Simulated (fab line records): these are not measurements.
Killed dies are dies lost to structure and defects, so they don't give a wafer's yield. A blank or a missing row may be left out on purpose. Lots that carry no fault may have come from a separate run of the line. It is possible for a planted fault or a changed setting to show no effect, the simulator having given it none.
Matching of chambers :: flow sfq_line :: cmp-01 running SFQ_TRILAYER_A5B_CMP_CMP_130: 4 sister chambers
The step polishes, stops on Nb, target thk 340.7 nm. 4 wafers are shown with their chamber, then 8 later ones without.

## WAFERS, EACH WITH ITS CHAMBER
wafer: L216.5
chamber: 1
motor_current_A (A): 9.7

wafer: L217.1
chamber: 3
motor_current_A (A): 9.9

wafer: L217.6
chamber: 2
motor_current_A (A): 12.4

wafer: L220.4
chamber: 0
motor_current_A (A): 9.4

## WAFERS WITHOUT THEIR CHAMBER
wafer: L220.3
motor_current_A (A): 9.7

wafer: L220.5
motor_current_A (A): 11.0

wafer: L222.2
motor_current_A (A): 11.7

wafer: L222.5
motor_current_A (A): 10.1

wafer: L222.6
motor_current_A (A): 9.8

wafer: L224.2
motor_current_A (A): 12.5

wafer: L224.3
motor_current_A (A): 10.1

wafer: L224.4
motor_current_A (A): 10.8

## CHAMBER TAKEN BY EACH
wafer: L220.3
from the rows above: can't be placed: 1 or 3 or 0
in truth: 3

wafer: L220.5
from the rows above: can't be placed: 3 or 1 or 2 or 0
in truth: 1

wafer: L222.2
from the rows above: can't be placed: 2 or 3
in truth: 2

wafer: L222.5
from the rows above: can't be placed: 3 or 1 or 0
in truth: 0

wafer: L222.6
from the rows above: can't be placed: 3 or 1 or 0
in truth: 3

wafer: L224.2
from the rows above: 2
in truth: 2

wafer: L224.3
from the rows above: can't be placed: 3 or 1 or 0
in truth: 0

wafer: L224.4
from the rows above: can't be placed: 3 or 1 or 0 or 2
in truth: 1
Correctly placed: 1 of 8. Cannot be placed on the basis of these rows: 7; the candidates contain the true chamber in 7. Number placed wrongly: 0.
How it was worked out, from the rows above alone: a wafer's distance from a chamber is the root of the sum, over the readings, of the square of ((its reading less the chamber's mean) divided by the reading's scatter). The wafer belongs to the nearest chamber; if the next one is less than 2 further off, it can't be placed. Each chamber's mean is taken over the wafers shown for it. The scatter: with one shown wafer a chamber, the root of the mean of the squares of how far each hidden wafer lies from its nearest shown one.
